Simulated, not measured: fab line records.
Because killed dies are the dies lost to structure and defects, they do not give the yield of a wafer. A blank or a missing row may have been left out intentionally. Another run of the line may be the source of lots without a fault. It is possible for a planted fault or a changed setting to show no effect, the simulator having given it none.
fab line records    flow sky130    part 2 of 2: steps 28 to 35 of 35
[record] lots = 5  wafers = 15  last_day = 50
route steps=708 shown SD_N@344 SD_P@359 RES_XHIGH@360 SALICIDE@361 LI_CONTACT@362
lots with no fault: from the same line, run without faults
start_h: start of the lot's first displayed wafer, in hours after the record's first day    wait_h: hours since the lot's step before    " same as the row above    L1.1+2: a row that stands for several wafers    - no value present, or no start provided    * or withheld: withheld    < > ~ a bound
route shown NAME@n: a module of which the file shows steps, and the number in the route of the first    usual: mean/standard deviation of fault-free wafers    same: alike in all rows    chamber/n: place in a boat    sites: readings site by site    _std_site: standard deviation across them    _edge_site: mean of outer sites minus mean of inner sites    radius_mm: how far each site lies from the wafer's centre    mask NAME#n: copy n    behind: the tool/chamber that last shaped the wafer    hold: cause of the lot's hold/its duration in hours/its outcome    device: which transistor (n, p or np) failed to switch    end of line: the route-end tests of the same wafers    a step without rows: its recipe alone    killed: the dies lost at the first sort to structure and to defects; this is not the yield of the wafer    map: a wafer's dies, marking killed ones x, the rest . and places with no die _
set.NAME: the setting as run; set.NAME@STEP: as run at that earlier step    model.NAME: the simulator's own value behind a step, which no gauge read
certain route steps with their lots: each step a table, each wafer a row
services: a tool's chamber out of use, with start hour (start_h, from the record's first day; less than 0 if before it), hours out, and reason
[[steps]]
[step SKY_LI_CONTACT_PEB_10]
[recipe] peb_temp_c = withheld  peb_time_s = withheld  resist = KrF-thick
[usual] exhaust_pa = 44.9/0.86
lot.wafer  tool            chamber  start_h  wait_h  exhaust_pa
L075.2     litho_track-04  0        -        -       44.9
L075.5     "               0        "        "       45.0
L075.6     "               0        "        "       45.1
L088.2     litho_track-04  0        -        -       44.1
L088.3     "               0        "        "       44.3
L088.4     "               0        "        "       45.2
L093.1     litho_track-03  0        -        -       45.3
L093.2     "               0        "        "       46.1
L093.5     "               0        "        "       44.8
L095.2     litho_track-02  0        -        -       44.6
L095.3     "               0        "        "       43.5
L095.4     "               0        "        "       44.6
L096.1     litho_track-03  0        -        -       44.7
L096.4     "               0        "        "       45.2
L096.5     "               0        "        "       43.4
[step SKY_LI_CONTACT_DEVELOP_11]
[recipe] develop_time_s = 60  resist = KrF-thick  dev_temp_c = 21
[usual] exhaust_pa = 45.0/0.87
lot.wafer  tool            chamber  start_h  wait_h  exhaust_pa
L075.2     litho_track-04  0        -        -       44.4
L075.5     "               0        "        "       44.4
L075.6     "               0        "        "       43.3
L088.2     litho_track-04  0        -        -       43.9
L088.3     "               0        "        "       44.1
L088.4     "               0        "        "       45.2
L093.1     litho_track-03  0        -        -       45.2
L093.2     "               0        "        "       45.4
L093.5     "               0        "        "       45.7
L095.2     litho_track-02  0        -        -       44.1
L095.3     "               0        "        "       45.2
L095.4     "               0        "        "       43.4
L096.1     litho_track-03  0        -        -       44.9
L096.4     "               0        "        "       45.5
L096.5     "               0        "        "       45.7
[step SKY_LI_CONTACT_CD_MEAS_12]
[recipe] target_cd_nm = 170
[usual] cd_nm = 169.6/1.5
lot.wafer  tool       chamber  start_h  wait_h  cd_nm
L075.2     cd_sem-02  -        691.55   -       168.7
L075.5     "          -        "        "       167.7
L075.6     "          -        "        "       167.0
L088.2     cd_sem-02  -        777.35   -       169.9
L088.3     "          -        "        "       170.8
L088.4     "          -        "        "       170.2
L093.1     cd_sem-01  -        826.02   -       166.2
L093.2     "          -        "        "       167.1
L093.5     "          -        "        "       168.0
L095.2     cd_sem-01  -        843.17   -       168.0
L095.3     "          -        "        "       168.7
L095.4     "          -        "        "       167.2
L096.1     cd_sem-02  -        845.98   -       170.9
L096.4     "          -        "        "       169.1
L096.5     "          -        "        "       169.9
[step SKY_LI_CONTACT_OVL_MEAS_13]
[usual] LI_CONTACT_OVL = -1/6.4
lot.wafer  tool        chamber  start_h  wait_h  LI_CONTACT_OVL[nm]
L075.2     overlay-01  -        691.65   0.1     6
L075.5     "           -        "        "       1
L075.6     "           -        "        "       10
L088.2     overlay-02  -        777.46   0.1     2
L088.3     "           -        "        "       4
L088.4     "           -        "        "       11
L093.1     overlay-02  -        826.14   0.1     4
L093.2     "           -        "        "       2
L093.5     "           -        "        "       -1
L095.2     overlay-02  -        843.27   0.1     4
L095.3     "           -        "        "       4
L095.4     "           -        "        "       6
L096.1     overlay-01  -        846.10   0.1     2
L096.4     "           -        "        "       -5
L096.5     "           -        "        "       -4
[step SKY_LI_CONTACT_ETCH_14]
[recipe] chemistry = N2/H2  target = BARC  ion_energy_ev = 200  source_w = 500  bias_w = 100  pressure_mtorr = 30  n2_flow_sccm = 100  h2_flow_sccm = 200  stop_on = SiO2  time_s = 45.9  target_depth_a = 600
[usual] bias_w = 99.98/0.25  chamber_pressure_mTorr = 30.000/0.025  drypump_motor_current_A = 5.9/0.42  n2_flow_sccm = 100.00/0.29  oes_product_au = 0.855/0.0046  throttle_valve_pct = 13.225/0.01
lot.wafer  tool         chamber  start_h  wait_h  bias_w  chamber_pressure_mTorr  drypump_motor_current_A  n2_flow_sccm  oes_product_au  rf_hours_counter_h  throttle_valve_pct
L075.2     rie_diel-02  2        691.68   0.0     99.93   29.985                  6.2                      99.81         0.852           12                  13.233
L075.5     "            0        "        "       99.89   30.008                  5.7                      99.94         0.849           -                   13.216
L075.6     "            3        "        "       100.14  30.017                  6.4                      99.74         0.855           -                   13.233
L088.2     rie_diel-04  3        777.49   0.0     100.10  29.978                  5.4                      99.79         0.847           23                  13.236
L088.3     "            2        "        "       99.62   29.980                  6.2                      100.42        0.857           1                   13.231
L088.4     "            1        "        "       100.09  30.043                  5.4                      100.26        0.854           8                   13.220
L093.1     rie_diel-04  0        826.18   0.0     99.91   30.012                  6.0                      99.58         0.852           4                   13.226
L093.2     "            3        "        "       99.99   30.037                  5.4                      100.11        0.867           24                  13.249
L093.5     "            0        "        "       100.58  30.028                  6.0                      99.96         0.858           -                   13.226
L095.2     rie_diel-02  1        843.30   0.0     99.49   29.996                  6.1                      100.48        0.855           1                   13.222
L095.3     "            3        "        "       100.04  29.980                  6.5                      99.83         0.861           7                   13.219
L095.4     "            0        "        "       99.97   30.017                  5.7                      99.86         0.855           9                   13.221
L096.1     rie_diel-04  2        846.13   0.0     99.83   29.987                  6.1                      99.85         0.861           3                   13.225
L096.4     "            1        "        "       99.41   29.993                  5.4                      99.67         0.859           -                   13.238
L096.5     "            0        "        "       100.24  29.996                  5.9                      99.49         0.858           -                   13.248
[step SKY_LI_CONTACT_ETCH_15]
[recipe] target = PSG  chemistry = C4F8/O2/Ar  stop_on = Si  taper_deg = 4.15  mask_material = KrF-thick  source_w = 1500  bias_w = 1200  pressure_mtorr = 40  c4f8_flow_sccm = withheld  O2_flow_sccm = 6  Ar_flow_sccm = 300  time_s = withheld  target_depth_a = 6000
[usual] bias_w = 1201/3.9  chamber_pressure_mTorr = 40.00/0.036  oes_product_au = 0.838/0.0044
lot.wafer  tool         chamber  start_h  wait_h  bias_w  chamber_pressure_mTorr  oes_product_au
L075.2     rie_diel-02  2        691.73   0.0     1204    40.02                   0.834
L075.5     "            0        "        "       1198    40.04                   0.832
L075.6     "            3        "        "       1198    40.00                   0.838
L088.2     rie_diel-04  3        777.53   0.0     1204    39.99                   0.839
L088.3     "            2        "        "       1196    39.96                   0.836
L088.4     "            1        "        "       1197    39.94                   0.837
L093.1     rie_diel-04  0        826.22   0.0     1197    39.98                   0.846
L093.2     "            3        "        "       1201    40.04                   0.844
L093.5     "            0        "        "       1208    39.94                   0.841
L095.2     rie_diel-02  1        843.35   0.0     1201    39.98                   0.847
L095.3     "            3        "        "       1195    40.02                   0.838
L095.4     "            0        "        "       1189    40.05                   0.833
L096.1     rie_diel-04  2        846.17   0.0     1197    39.97                   0.839
L096.4     "            1        "        "       1204    40.01                   0.839
L096.5     "            0        "        "       1200    40.02                   0.843
[step SKY_LI_CONTACT_STRIP_16]
[recipe] chemistry = O2/N2  power_w = 1400  pressure_mtorr = 1500  platen_temp_c = withheld  o2_flow_sccm = 3000  n2_flow_sccm = 300  overash_fraction = 0.5
[usual] chamber_pressure_mTorr = 1500.0/1.4  drypump_motor_current_A = 5.6/0.55  n2_flow_sccm = 300.0/0.92  oes_product_au = 0.376/0.0045  strip_time_to_endpoint_s = 3.52/0.037
lot.wafer  tool             chamber  start_h  wait_h  chamber_pressure_mTorr  drypump_motor_current_A  n2_flow_sccm  oes_product_au  rf_hours_counter_h  strip_time_to_endpoint_s
L075.2     plasma_asher-01  1        691.81   -       1501.2                  5.3                      299.6         0.374           83                  3.50
L075.5     "                1        "        "       1502.5                  5.3                      299.1         0.370           -                   3.49
L075.6     "                0        "        "       1498.8                  6.0                      299.4         0.364           -                   3.45
L088.2     plasma_asher-01  0        777.61   -       1499.2                  6.0                      299.6         0.382           92                  3.54
L088.3     "                0        "        "       1500.8                  6.0                      299.9         0.370           -                   3.48
L088.4     "                1        "        "       1499.3                  5.3                      299.0         0.381           -                   3.50
L093.1     plasma_asher-01  1        826.31   -       1498.0                  5.3                      300.2         0.376           97                  3.57
L093.2     "                0        "        "       1499.9                  6.0                      302.4         0.377           97                  3.60
L093.5     "                1        "        "       1502.9                  5.3                      300.6         0.375           -                   3.57
L095.2     plasma_asher-03  1        843.43   -       1500.7                  5.9                      301.0         0.384           40                  3.57
L095.3     "                0        "        "       1502.6                  4.7                      300.6         0.374           -                   3.46
L095.4     "                1        "        "       1500.7                  5.9                      301.5         0.370           -                   3.47
L096.1     plasma_asher-03  0        846.26   -       1499.4                  4.7                      300.0         0.371           40                  3.51
L096.4     "                0        "        "       1499.6                  4.7                      300.1         0.367           -                   3.46
L096.5     "                1        "        "       1498.7                  5.9                      298.7         0.384           -                   3.59
[step SKY_LI_CONTACT_CLEAN_17]
[recipe] chemistry = NMP  time_s = 600  temp_c = 60  dry = n2_spin
lot.wafer   tool          chamber  start_h  wait_h
L075.2+5+6  wet_bench-03  3        691.91   0.1
L088.2+3+4  wet_bench-01  1        777.71   0.1
L093.1+2+5  wet_bench-01  3        826.41   0.1
L095.2+3+4  wet_bench-03  2        843.53   0.1
L096.1+4+5  wet_bench-03  2        846.36   0.1
[[services]]
tool              chamber  start_h  hours  kind
rie_diel-02       -        644.72   2.8    pm
wet_bench-01      -        644.93   1.9    pm
implanter-02      -        648.57   1.7    repair
plasma_asher-01   -        652.23   0.6    repair
rie_diel-04       3        663.76   2.5    repair
krf_scanner-01    -        669.32   1.6    repair
plasma_asher-01   -        679.83   4.3    pm
krf_scanner-01    -        687.94   0.5    repair
implanter-02      -        688.69   2.9    repair
rie_diel-02       -        688.72   0.5    repair
rie_diel-02       0        699.48   1.6    repair
rie_diel-02       1        700.38   1.3    repair
wet_bench-01      -        700.88   6.9    repair
implanter-02      -        705.97   1.0    repair
iline_stepper-02  -        709.68   8.7    repair
krf_scanner-01    -        712.14   0.3    repair
plasma_asher-01   -        721.49   3.9    repair
iline_stepper-02  -        729.05   1.7    pm
implanter-02      -        729.40   0.7    repair
rie_diel-04       -        737.97   14.6   pm
krf_scanner-01    -        750.47   1.3    pm
krf_scanner-01    -        751.77   0.8    pm
krf_scanner-01    -        765.81   3.3    repair
krf_scanner-01    -        772.52   1.0    pm
